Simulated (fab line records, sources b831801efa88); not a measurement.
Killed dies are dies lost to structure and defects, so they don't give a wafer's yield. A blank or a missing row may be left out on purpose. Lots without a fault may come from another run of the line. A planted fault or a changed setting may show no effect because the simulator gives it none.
Which tool did it? | flow gf180mcu | 13 lots, 39 wafers sampled, at 5 steps of a route of 602

WHAT THE GAUGES READ, wafer by wafer
GF_MVSD_OVL_MEAS_07. Usual: MVSD_OVL 0.1 nm, standard deviation 0.98.
lot  | measured    | on         | MVSD_OVL (nm)  | flag
L564 | day 4 14:46 | overlay-02 | -0.4 0.1 0.0   |
L566 | day 5 00:40 | overlay-02 | -1.8 -1.5 -0.8 |
L567 | day 5 10:49 | overlay-02 | -1.1 1.0 1.4   |
L568 | day 5 14:16 | overlay-02 | 1.2 0.3 -1.4   |
L569 | day 5 20:46 | overlay-01 | -1.2 -0.3 0.3  |
L578 | day 8 06:13 | overlay-02 | -0.3 0.4 0.0   |
L579 | day 8 08:16 | overlay-01 | 0.7 0.3 1.0    |
L580 | day 8 13:31 | overlay-01 | -0.7 -0.4 -1.3 |
L582 | day 9 00:55 | overlay-02 | 1.8 -1.8 0.1   |
L583 | day 9 06:04 | overlay-02 | 0.3 1.9 0.6    |
L584 | day 9 13:07 | overlay-02 | -1.0 -0.1 -0.1 |
L585 | day 9 18:22 | overlay-02 | -1.0 -0.4 0.0  |
L586 | day 9 22:07 | overlay-02 | 1.3 0.7 2.1    |

GF_VT_IMPLANT_OVL_MEAS_18. Usual: VT_IMPLANT_01_OVL -1.2 nm, standard deviation 1.5.
lot  | measured     | on         | VT_IMPLANT_01_OVL (nm) | flag
L564 | day 6 10:49  | overlay-02 | -2.3 -3.0 -1.0         |
L566 | day 6 21:58  | overlay-02 | 0.0 -0.7 1.1           |
L567 | day 7 09:25  | overlay-01 | -3.2 -3.9 -1.6         |
L568 | day 7 13:55  | overlay-02 | -1.3 0.8 -1.3          |
L569 | day 7 20:16  | overlay-02 | -1.2 -2.5 -1.5         |
L578 | day 10 09:37 | overlay-01 | - - 0.8                |
L579 | day 10 12:28 | overlay-02 | -1.2 0.4 -0.7          |
L580 | day 10 17:31 | overlay-02 | -1.4 -0.9 -2.1         |
L582 | day 11 06:13 | overlay-02 | 1.6 -0.1 -0.6          |
L583 | day 11 11:49 | overlay-02 | -2.5 -3.6 -4.5         |
L584 | day 11 18:13 | overlay-01 | -0.9 -1.2 0.8          |
L585 | day 12 01:23 | overlay-02 | -1.2 -2.1 -0.6         |
L586 | day 12 05:31 | overlay-01 | -1.2 -3.9 -4.9         |

GF_VT_IMPLANT_TW_MEAS_21. Usual: VT_IMPLANT_2_TW 1225, standard deviation 15.
lot  | measured     | on            | VT_IMPLANT_2_TW | flag
L564 | day 6 11:06  | film_metro-03 | 1198 1198 1200  |
L566 | day 6 22:15  | film_metro-01 | 1234 1238 1236  |
L567 | day 7 09:43  | film_metro-04 | 1207 1205 1213  |
L568 | day 7 14:12  | film_metro-01 | 1238 1232 1232  |
L569 | day 7 20:34  | film_metro-01 | 1242 1233 1237  |
L578 | day 10 09:55 | film_metro-01 | 31 31 1241      | OFF
L579 | day 10 12:45 | film_metro-01 | 1241 1246 1242  |
L580 | day 10 17:48 | film_metro-01 | 1233 1238 1235  |
L582 | day 11 06:30 | film_metro-04 | 1209 1218 1217  |
L583 | day 11 12:06 | film_metro-01 | 1240 1243 1246  |
L584 | day 11 18:29 | film_metro-04 | 1218 1213 1213  |
L585 | day 12 01:41 | film_metro-01 | 1220 1226 1234  |
L586 | day 12 05:49 | film_metro-03 | 1203 1193 1194  |

GF_HV_LDD_THK_MEAS_55. Usual: HV_LDD_CVD_54_THK 10.00 nm, standard deviation 0.15.
lot  | measured     | on            | HV_LDD_CVD_54_THK (nm) | flag
L564 | day 12 19:08 | film_metro-04 | 10.00 10.12 10.19      |
L566 | day 13 06:47 | film_metro-03 | 10.00 10.14 10.15      |
L567 | day 13 20:25 | film_metro-02 | 9.94 9.90 10.03        |
L568 | day 14 02:45 | film_metro-04 | 9.92 10.03 9.96        |
L569 | day 14 10:44 | film_metro-03 | 9.78 9.76 9.92         |
L578 | day 17 21:08 | film_metro-03 | 9.85                   |
L579 | day 17 23:37 | film_metro-04 | 9.87 9.83 9.79         |
L580 | day 18 09:26 | film_metro-02 | 10.05 9.89 10.09       |
L582 | day 18 20:14 | film_metro-03 | 9.99 9.95 10.01        |
L583 | day 19 02:56 | film_metro-04 | 10.09 10.11 10.07      |
L584 | day 19 11:59 | film_metro-04 | 9.93 9.88 9.90         |
L585 | day 19 23:44 | film_metro-04 | 9.79 9.70 9.77         |
L586 | day 20 02:56 | film_metro-02 | 10.27 10.10 10.09      |

WHICH TOOL RAN EACH LOT (tool, then ch and the chambers of the sampled wafers, then the start)
lot  | GF_VT_IMPLANT_DEVELOP_17
L564 | litho_track-04 ch 0, day 6 10:40
L566 | litho_track-04 ch 0, day 6 21:49
L567 | litho_track-04 ch 0, day 7 09:17
L568 | litho_track-04 ch 0, day 7 13:46
L569 | litho_track-04 ch 0, day 7 20:08
L578 | litho_track-04 ch 0, day 10 09:29
L579 | litho_track-03 ch 0, day 10 12:20
L580 | litho_track-03 ch 0, day 10 17:23
L582 | litho_track-02 ch 0, day 11 06:04
L583 | litho_track-03 ch 0, day 11 11:41
L584 | litho_track-03 ch 0, day 11 18:04
L585 | litho_track-02 ch 0, day 12 01:17
L586 | litho_track-02 ch 0, day 12 05:23
- GF_VT_IMPLANT_DEVELOP_17: develop time 60 s.

WHAT THE TOOLS THEMSELVES READ (means of the sampled wafers that have a number; where no wafer has one, the mark that the record gives instead)
GF_VT_IMPLANT_DEVELOP_17. Usual: resist_line_temp_C 23.01 C, standard deviation 0.099.
lot  | tool           | resist_line_temp_C (C) | flag
L564 | litho_track-04 | 23.02                  |
L566 | litho_track-04 | 22.99                  |
L567 | litho_track-04 | 22.99                  |
L568 | litho_track-04 | 22.95                  |
L569 | litho_track-04 | 23.16                  |
L578 | litho_track-04 | 23.15                  |
L579 | litho_track-03 | 23.07                  |
L580 | litho_track-03 | 23.02                  |
L582 | litho_track-02 | 22.91                  |
L583 | litho_track-03 | 22.99                  |
L584 | litho_track-03 | 23.09                  |
L585 | litho_track-02 | 22.94                  |
L586 | litho_track-02 | 23.00                  |

THE ANSWER, worked out from the rows above alone
Rule: a lot is off if the mean of its wafers that have a number lies more than 3 standard deviations from the usual mean. A lot without any number at a reading at which 4 lots or more have one is off too. The other lots that the step has rows for count as sound. The gauges are gone through in route order, then the tools' own readings, and for those a lot's mean is taken as printed above. The first step at which some lot is off is used, and at that step the reading that is off furthest; a lot without a number counts as furthest.
Off: L578, at GF_VT_IMPLANT_TW_MEAS_21 (VT_IMPLANT_2_TW).
A tool fits if, at a process step before that reading, it ran every lot that is off, and no sound lot after the first of them. The gauges at GF_VT_IMPLANT_TW_MEAS_21 are tried like those tools. One fits: litho_track-04 at GF_VT_IMPLANT_DEVELOP_17. Its last sound lot is L569 (day 7 20:08), its first lot that is off L578 (day 10 09:29): a fault that began between those two fits.

WHAT THE SIMULATOR HAD PUT IN
Process parameter drift: litho_track-04, from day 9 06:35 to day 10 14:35, at GF_VT_IMPLANT_DEVELOP_17. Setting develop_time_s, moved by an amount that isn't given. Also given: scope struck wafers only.
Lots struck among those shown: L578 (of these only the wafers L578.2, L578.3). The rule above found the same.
